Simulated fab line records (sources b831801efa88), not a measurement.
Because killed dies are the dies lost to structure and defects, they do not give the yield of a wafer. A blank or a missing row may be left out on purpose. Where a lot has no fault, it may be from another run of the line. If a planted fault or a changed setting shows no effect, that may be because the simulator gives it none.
The tool behind it: which one? / flow sky130 / Sampling: 14 lots, 42 wafers, 3 of 708 route steps

== WHAT EACH GAUGE READ, for each wafer ==
No reading from a measuring or inspecting step in the record can be judged against a usual standard deviation.

== WHICH TOOL RAN EACH LOT (tool, then ch and the chambers of the sampled wafers, then the start) ==
lot=L112; SKY_METAL1_STRIP_20=plasma-asher-04 ch 0,1, day 32 23:43; SKY_VIA1_PEB_10=litho-track-02 ch 0, day 34 02:00; SKY_VIA1_ETCH_14=rie-diel-01 ch 0,1, day 34 03:23
lot=L113; SKY_METAL1_STRIP_20=plasma-asher-02 ch 0,1, day 34 02:16; SKY_VIA1_PEB_10=litho-track-02 ch 0, day 35 05:00; SKY_VIA1_ETCH_14=rie-diel-01 ch 2,3, day 35 05:47
lot=L115; SKY_METAL1_STRIP_20=plasma-asher-02 ch 0,1, day 34 09:13; SKY_VIA1_PEB_10=litho-track-04 ch 0, day 35 11:00; SKY_VIA1_ETCH_14=rie-diel-01 ch 1,2, day 35 12:17
lot=L118; SKY_METAL1_STRIP_20=plasma-asher-01 ch 0,1, day 34 15:56; SKY_VIA1_PEB_10=litho-track-02 ch 0, day 35 18:00; SKY_VIA1_ETCH_14=rie-diel-01 ch 1,2, day 35 19:29
lot=L119; SKY_METAL1_STRIP_20=plasma-asher-01 ch 0,1, day 35 09:16; SKY_VIA1_PEB_10=litho-track-01 ch 0, day 36 12:00; SKY_VIA1_ETCH_14=rie-diel-01 ch 1,2,3, day 36 12:32
lot=L121; SKY_METAL1_STRIP_20=plasma-asher-02 ch 0,1, day 35 22:05; SKY_VIA1_PEB_10=litho-track-02 ch 0, day 37 00:00; SKY_VIA1_ETCH_14=rie-diel-04 ch 0,1, day 37 01:05
lot=L122; SKY_METAL1_STRIP_20=plasma-asher-01 ch 0,1, day 36 04:07; SKY_VIA1_PEB_10=litho-track-02, day 37 06:00; SKY_VIA1_ETCH_14=rie-diel-01 ch 0,1, day 37 07:17
lot=L123; SKY_METAL1_STRIP_20=plasma-asher-01 ch 0,1, day 36 22:19; SKY_VIA1_PEB_10=litho-track-02, day 38 01:00; SKY_VIA1_ETCH_14=rie-diel-01 ch 0,1,3, day 38 01:38
lot=L124; SKY_METAL1_STRIP_20=plasma-asher-04 ch 0,1, day 37 00:47; SKY_VIA1_PEB_10=litho-track-01 ch 0, day 38 04:00; SKY_VIA1_ETCH_14=rie-diel-03 ch 2,3, day 38 04:38
lot=L130; SKY_METAL1_STRIP_20=plasma-asher-04 ch 0,1, day 38 18:43; SKY_VIA1_PEB_10=litho-track-01 ch 0, day 39 20:00; SKY_VIA1_ETCH_14=rie-diel-01 ch 1,2,3, day 39 21:20
lot=L132; SKY_METAL1_STRIP_20=plasma-asher-04 ch 0,1, day 39 03:47; SKY_VIA1_PEB_10=litho-track-01 ch 0, day 40 05:00; SKY_VIA1_ETCH_14=rie-diel-01 ch 1,2, day 40 05:41
lot=L131; SKY_METAL1_STRIP_20=plasma-asher-02 ch 0,1, day 39 05:10; SKY_VIA1_PEB_10=litho-track-01 ch 0, day 40 07:00; SKY_VIA1_ETCH_14=rie-diel-03 ch 2,3, day 40 07:44
lot=L134; SKY_METAL1_STRIP_20=plasma-asher-01 ch 0,1, day 41 00:31; SKY_VIA1_PEB_10=litho-track-01 ch 0, day 42 01:00; SKY_VIA1_ETCH_14=rie-diel-03 ch 0,2, day 42 01:41
lot=L133; SKY_METAL1_STRIP_20=plasma-asher-04 ch 0,1, day 41 05:37; SKY_VIA1_PEB_10=litho-track-01 ch 0, day 42 05:00; SKY_VIA1_ETCH_14=rie-diel-04 ch 0,2,3, day 42 05:38
- SKY_METAL1_STRIP_20: strips in O2/N2.
- SKY_VIA1_PEB_10
- SKY_VIA1_ETCH_14: etches BARC in N2/H2, stops on SiO2, time 45.9 s, target depth 60 nm.

== WHAT THE TOOLS THEMSELVES READ (means of the sampled wafers that have a number; where no wafer has one, the mark that the record gives instead) ==
SKY_METAL1_STRIP_20.
lot=L112; tool=plasma-asher-04; drypump-motor-current-A (A)=6.18; o2-flow-sccm (sccm)=3004; oes-product-au (a.u.)=0.343; strip-time-to-endpoint-s (s)=2.74
lot=L113; tool=plasma-asher-02; drypump-motor-current-A (A)=6.15; o2-flow-sccm (sccm)=2999; oes-product-au (a.u.)=0.348; strip-time-to-endpoint-s (s)=2.75
lot=L115; tool=plasma-asher-02; drypump-motor-current-A (A)=5.97; o2-flow-sccm (sccm)=3000; oes-product-au (a.u.)=0.345; strip-time-to-endpoint-s (s)=2.71
lot=L118; tool=plasma-asher-01; drypump-motor-current-A (A)=5.87; o2-flow-sccm (sccm)=2994; oes-product-au (a.u.)=0.339; strip-time-to-endpoint-s (s)=2.72
lot=L119; tool=plasma-asher-01; drypump-motor-current-A (A)=5.86; o2-flow-sccm (sccm)=3002; oes-product-au (a.u.)=0.345; strip-time-to-endpoint-s (s)=2.68
lot=L121; tool=plasma-asher-02; drypump-motor-current-A (A)=5.98; o2-flow-sccm (sccm)=3003; oes-product-au (a.u.)=0.340; strip-time-to-endpoint-s (s)=2.70
lot=L122; tool=plasma-asher-01; drypump-motor-current-A (A)=5.86; o2-flow-sccm (sccm)=3000; oes-product-au (a.u.)=0.347; strip-time-to-endpoint-s (s)=2.73
lot=L123; tool=plasma-asher-01; drypump-motor-current-A (A)=5.87; o2-flow-sccm (sccm)=3004; oes-product-au (a.u.)=0.345; strip-time-to-endpoint-s (s)=2.71
lot=L124; tool=plasma-asher-04; drypump-motor-current-A (A)=5.99; o2-flow-sccm (sccm)=3005; oes-product-au (a.u.)=0.342; strip-time-to-endpoint-s (s)=2.71
lot=L130; tool=plasma-asher-04; drypump-motor-current-A (A)=5.99; o2-flow-sccm (sccm)=3002; oes-product-au (a.u.)=0.347; strip-time-to-endpoint-s (s)=2.75
lot=L132; tool=plasma-asher-04; drypump-motor-current-A (A)=6.18; o2-flow-sccm (sccm)=2995; oes-product-au (a.u.)=0.343; strip-time-to-endpoint-s (s)=2.74
lot=L131; tool=plasma-asher-02; drypump-motor-current-A (A)=6.16; o2-flow-sccm (sccm)=3005; oes-product-au (a.u.)=0.343; strip-time-to-endpoint-s (s)=2.73
lot=L134; tool=plasma-asher-01; drypump-motor-current-A (A)=5.84; o2-flow-sccm (sccm)=3002; oes-product-au (a.u.)=0.351; strip-time-to-endpoint-s (s)=2.73
lot=L133; tool=plasma-asher-04; drypump-motor-current-A (A)=5.98; o2-flow-sccm (sccm)=3000; oes-product-au (a.u.)=0.347; strip-time-to-endpoint-s (s)=2.67

SKY_VIA1_PEB_10.
lot=L112; tool=litho-track-02; exhaust-pa (Pa)=44.4
lot=L113; tool=litho-track-02; exhaust-pa (Pa)=44.7
lot=L115; tool=litho-track-04; exhaust-pa (Pa)=44.8
lot=L118; tool=litho-track-02; exhaust-pa (Pa)=46.0
lot=L119; tool=litho-track-01; exhaust-pa (Pa)=44.7
lot=L121; tool=litho-track-02; exhaust-pa (Pa)=43.5
lot=L122; tool=litho-track-02; exhaust-pa (Pa)=-
lot=L123; tool=litho-track-02; exhaust-pa (Pa)=-
lot=L124; tool=litho-track-01; exhaust-pa (Pa)=44.9
lot=L130; tool=litho-track-01; exhaust-pa (Pa)=44.5
lot=L132; tool=litho-track-01; exhaust-pa (Pa)=45.6
lot=L131; tool=litho-track-01; exhaust-pa (Pa)=44.7
lot=L134; tool=litho-track-01; exhaust-pa (Pa)=44.9
lot=L133; tool=litho-track-01; exhaust-pa (Pa)=44.6

SKY_VIA1_ETCH_14.
lot=L112; tool=rie-diel-01; drypump-motor-current-A (A)=5.9; h2-flow-sccm (sccm)=200.7; oes-product-au (a.u.)=0.858; throttle-valve-pct (%)=13.224
lot=L113; tool=rie-diel-01; drypump-motor-current-A (A)=5.1; h2-flow-sccm (sccm)=200.0; oes-product-au (a.u.)=0.852; throttle-valve-pct (%)=13.228
lot=L115; tool=rie-diel-01; drypump-motor-current-A (A)=5.6; h2-flow-sccm (sccm)=199.8; oes-product-au (a.u.)=0.860; throttle-valve-pct (%)=13.224
lot=L118; tool=rie-diel-01; drypump-motor-current-A (A)=5.9; h2-flow-sccm (sccm)=200.4; oes-product-au (a.u.)=0.853; throttle-valve-pct (%)=13.229
lot=L119; tool=rie-diel-01; drypump-motor-current-A (A)=5.5; h2-flow-sccm (sccm)=199.9; oes-product-au (a.u.)=0.849; throttle-valve-pct (%)=13.231
lot=L121; tool=rie-diel-04; drypump-motor-current-A (A)=5.8; h2-flow-sccm (sccm)=200.0; oes-product-au (a.u.)=0.853; throttle-valve-pct (%)=13.220
lot=L122; tool=rie-diel-01; drypump-motor-current-A (A)=5.9; h2-flow-sccm (sccm)=200.7; oes-product-au (a.u.)=0.855; throttle-valve-pct (%)=13.225
lot=L123; tool=rie-diel-01; drypump-motor-current-A (A)=5.7; h2-flow-sccm (sccm)=200.1; oes-product-au (a.u.)=0.850; throttle-valve-pct (%)=13.226
lot=L124; tool=rie-diel-03; drypump-motor-current-A (A)=6.4; h2-flow-sccm (sccm)=200.3; oes-product-au (a.u.)=0.856; throttle-valve-pct (%)=13.224
lot=L130; tool=rie-diel-01; drypump-motor-current-A (A)=5.5; h2-flow-sccm (sccm)=199.7; oes-product-au (a.u.)=0.852; throttle-valve-pct (%)=13.228
lot=L132; tool=rie-diel-01; drypump-motor-current-A (A)=5.9; h2-flow-sccm (sccm)=199.7; oes-product-au (a.u.)=0.852; throttle-valve-pct (%)=13.231
lot=L131; tool=rie-diel-03; drypump-motor-current-A (A)=6.4; h2-flow-sccm (sccm)=199.7; oes-product-au (a.u.)=0.854; throttle-valve-pct (%)=13.228
lot=L134; tool=rie-diel-03; drypump-motor-current-A (A)=5.8; h2-flow-sccm (sccm)=200.3; oes-product-au (a.u.)=0.858; throttle-valve-pct (%)=13.220
lot=L133; tool=rie-diel-04; drypump-motor-current-A (A)=6.0; h2-flow-sccm (sccm)=199.6; oes-product-au (a.u.)=0.853; throttle-valve-pct (%)=13.220

== THE ANSWER, worked out from the rows above alone ==
Rule: the lots themselves supply what counts as usual. Put in order of their means at a reading, lots are off if they are a third of the lots or fewer, leave a main group of 4 or more, and stand apart from it by a gap of 3 or more times the standard deviation of the main group's means; of several such gaps the widest counts. A main group is skipped when, at the precision printed for the reading in the tables above, its means are all equal. A lot without any number at a reading at which 4 lots or more have one is off too. Where the step has rows for the other lots, those lots are counted as sound. After the gauges, taken in route order, come the tools' own readings; for these a lot's mean is taken, as printed above. The first step at which some lot is off is used, and at that step the reading that is off furthest; a lot without a number counts as furthest.
Off, at SKY_VIA1_PEB_10 on exhaust-pa: L122, L123. Without a number there: L122, L123. The main group: mean 44.8 Pa, standard deviation 0.58.
A tool fits if, at that step or a process step before it, it ran every lot that is off, and no sound lot after the first of them. One fits: SKY_VIA1_PEB_10 on litho-track-02. A fault onset in the window from L121 (day 37 00:00, its last sound lot) to L122 (day 37 06:00, its first lot off) fits.
Blank at SKY_VIA1_PEB_10 on the lots that are off, where sound lots have numbers: exhaust-pa.

== WHAT WAS PUT IN BY THE SIMULATOR ==
Step skipped in full: litho-track-02, at SKY_VIA1_PEB_10, from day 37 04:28 onward. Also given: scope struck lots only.
Shown lots that were struck: L122, L123. The rule given above showed the same thing.
